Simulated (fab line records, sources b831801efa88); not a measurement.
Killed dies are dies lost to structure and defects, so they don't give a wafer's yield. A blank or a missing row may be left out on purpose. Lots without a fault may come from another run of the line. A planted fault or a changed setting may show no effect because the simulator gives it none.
Which tool did it? | flow sky130 | 13 lots, 39 wafers sampled, at 4 steps of a route of 708

WHAT THE GAUGES READ, wafer by wafer
SKY_POLY_GATE_THK_MEAS_04. Usual: POLY_GATE_CVD_03_THK 75.1 nm, standard deviation 0.63.
lot  | measured     | on            | POLY_GATE_CVD_03_THK (nm) | flag
L100 | day 15 03:51 | film_metro-01 | 76.1 75.8 76.0            |
L101 | day 15 14:53 | film_metro-03 | 75.0 74.7 74.8            |
L102 | day 15 20:44 | film_metro-01 | 75.0 74.6 74.6            |
L105 | day 17 12:53 | film_metro-03 | 74.8 74.9 75.4            |
L107 | day 18 01:51 | film_metro-03 | 75.4 75.5 74.9            |
L106 | day 18 03:53 | film_metro-01 | 76.5 76.4 75.9            |
L108 | day 18 11:58 | film_metro-01 | 74.4 74.0 74.5            |
L110 | day 19 00:43 | film_metro-02 | 75.0 74.8 74.7            |
L116 | day 21 11:10 | film_metro-02 | 75.9 76.2 76.1            |
L118 | day 21 17:38 | film_metro-03 | 75.7 75.8 75.1            |
L119 | day 22 01:25 | film_metro-02 | 75.0 74.0 74.5            |
L122 | day 23 09:37 | film_metro-02 | 74.2 73.8 74.2            |
L123 | day 23 12:01 | film_metro-03 | 74.6 74.7 74.2            |

SKY_LDD_P_TW_MEAS_11. Usual: LDD_P_TW 642, standard deviation 3.4.
lot  | measured     | on            | LDD_P_TW    | flag
L100 | day 18 21:37 | film_metro-02 | 642 642 644 |
L101 | day 19 11:16 | film_metro-03 | 642 641 642 |
L102 | day 19 19:33 | film_metro-02 | 638 637 641 |
L105 | day 21 13:58 | film_metro-02 | 640 637 642 |
L107 | day 22 01:41 | film_metro-02 | 644 646 639 |
L106 | day 22 04:07 | film_metro-03 | 643 643 642 |
L108 | day 22 11:26 | film_metro-02 | 639 640 638 |
L110 | day 22 23:52 | film_metro-02 | 640 641 643 |
L116 | day 25 07:14 | film_metro-02 | 639 640 638 |
L118 | day 25 14:32 | film_metro-03 | 645 644 648 |
L119 | day 25 22:52 | film_metro-02 | 638 641 638 |
L122 | day 27 05:35 | film_metro-02 | 644 642 640 |
L123 | day 27 08:37 | film_metro-04 | 639 637 637 |

WHICH TOOL RAN EACH LOT (tool, then ch and the chambers of the sampled wafers, then the start)
lot  | SKY_RES_PROTECT_STRIP_07             | SKY_LDD_N_IMPLANT_12
L100 | plasma_asher-04 ch 0,1, day 15 01:10 | implanter-04 ch 0, day 17 14:28
L101 | plasma_asher-02 ch 0,1, day 15 12:30 | implanter-03 ch 0, day 18 03:59
L102 | plasma_asher-01 ch 0,1, day 15 19:11 | implanter-01 ch 0, day 18 11:28
L105 | plasma_asher-01 ch 0,1, day 17 07:25 | implanter-01 ch 0, day 20 06:26
L107 | plasma_asher-04 ch 0, day 18 00:07   | implanter-03 ch 0, day 20 17:40
L106 | plasma_asher-02 ch 0,1, day 18 02:18 | implanter-03 ch 0, day 20 20:07
L108 | plasma_asher-02 ch 0,1, day 18 08:34 | implanter-04 ch 0, day 21 03:49
L110 | plasma_asher-01 ch 0,1, day 18 23:09 | implanter-01 ch 0, day 21 17:02
L116 | plasma_asher-02 ch 0,1, day 21 09:37 | implanter-01 ch 0, day 24 01:14
L118 | plasma_asher-04 ch 0,1, day 21 15:43 | implanter-01 ch 0, day 24 07:38
L119 | plasma_asher-02 ch 0,1, day 21 23:49 | implanter-04 ch 0, day 24 16:20
L122 | plasma_asher-01 ch 0,1, day 23 07:00 | implanter-03 ch 0, day 25 23:11
L123 | plasma_asher-04 ch 1, day 23 08:33   | implanter-03 ch 0, day 26 01:50
- SKY_RES_PROTECT_STRIP_07: strips in O2/N2.
- SKY_LDD_N_IMPLANT_12

WHAT THE TOOLS THEMSELVES READ (means of the sampled wafers that have a number; where no wafer has one, the mark that the record gives instead)
SKY_RES_PROTECT_STRIP_07. Usual: chamber_pressure_mTorr 1500.0 mTorr, standard deviation 1.6; drypump_motor_current_A 5.4 A, standard deviation 0.32; n2_flow_sccm 300.1 sccm, standard deviation 0.85; oes_product_au 0.518 a.u., standard deviation 0.0044; strip_time_to_endpoint_s 23.29 s, standard deviation 0.041.
lot  | tool            | chamber_pressure_mTorr (mTorr) | drypump_motor_current_A (A) | n2_flow_sccm (sccm) | oes_product_au (a.u.) | strip_time_to_endpoint_s (s) | flag
L100 | plasma_asher-04 | 1499.0                         | 5.7                         | 300.1               | 0.517                 | 23.30                        |
L101 | plasma_asher-02 | 1501.2                         | 5.4                         | 300.5               | 0.523                 | 23.31                        |
L102 | plasma_asher-01 | 1501.0                         | 5.3                         | 299.9               | 0.517                 | 23.29                        |
L105 | plasma_asher-01 | 1500.8                         | 5.3                         | 299.2               | 0.515                 | 23.29                        |
L107 | plasma_asher-04 | 1500.3                         | 5.6                         | 299.8               | 0.518                 | 23.31                        |
L106 | plasma_asher-02 | 1499.3                         | 5.1                         | 299.7               | 0.515                 | 23.32                        |
L108 | plasma_asher-02 | 1500.0                         | 5.1                         | 300.2               | 0.519                 | 23.26                        |
L110 | plasma_asher-01 | 1500.4                         | 5.4                         | 299.9               | 0.521                 | 23.32                        |
L116 | plasma_asher-02 | 1500.4                         | 5.1                         | 300.0               | 0.514                 | 23.28                        |
L118 | plasma_asher-04 | 1500.1                         | 5.7                         | 301.8               | 0.523                 | 23.28                        |
L119 | plasma_asher-02 | 1499.9                         | 5.1                         | 299.0               | 0.517                 | 23.27                        |
L122 | plasma_asher-01 | 1498.0                         | 5.3                         | 299.9               | 0.519                 | 23.33                        |
L123 | plasma_asher-04 | 1498.7                         | 5.8                         | 300.7               | 0.519                 | 23.30                        |

SKY_LDD_N_IMPLANT_12. Usual: tilt_deg 29.998 degrees, standard deviation 0.021.
lot  | tool         | tilt_deg (degrees) | flag
L100 | implanter-04 | 30.006             |
L101 | implanter-03 | 30.002             |
L102 | implanter-01 | 29.996             |
L105 | implanter-01 | 30.017             |
L107 | implanter-03 | 29.991             |
L106 | implanter-03 | 30.006             |
L108 | implanter-04 | 29.989             |
L110 | implanter-01 | 29.995             |
L116 | implanter-01 | -0.018             | OFF
L118 | implanter-01 | -0.023             | OFF
L119 | implanter-04 | 29.975             |
L122 | implanter-03 | 30.009             |
L123 | implanter-03 | 29.983             |

THE ANSWER, worked out from the rows above alone
Rule: a lot is off if the mean of its wafers that have a number lies more than 3 standard deviations from the usual mean. A lot without any number at a reading at which 4 lots or more have one is off too. The other lots that the step has rows for count as sound. The gauges are gone through in route order, then the tools' own readings, and for those a lot's mean is taken as printed above. The first step at which some lot is off is used, and at that step the reading that is off furthest; a lot without a number counts as furthest.
Off: L116, L118, at SKY_LDD_N_IMPLANT_12 (tilt_deg).
A tool fits if, at that step or a process step before it, it ran every lot that is off, and no sound lot after the first of them. One fits: implanter-01 at SKY_LDD_N_IMPLANT_12. Its last sound lot is L110 (day 21 17:02), its first lot that is off L116 (day 24 01:14): a fault that began between those two fits.
The tool's own readings at SKY_LDD_N_IMPLANT_12 bear it out: on the lots that are off they differ by more than 5 times the standard deviation of the sound lots' means. tilt_deg reads -0.020 degrees there against 29.997 degrees on the sound lots.

WHAT THE SIMULATOR HAD PUT IN
Process parameter drift: implanter-01, from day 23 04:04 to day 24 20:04, at SKY_LDD_N_IMPLANT_12. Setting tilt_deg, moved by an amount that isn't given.
Lots struck among those shown: L116, L118. The rule above found the same.
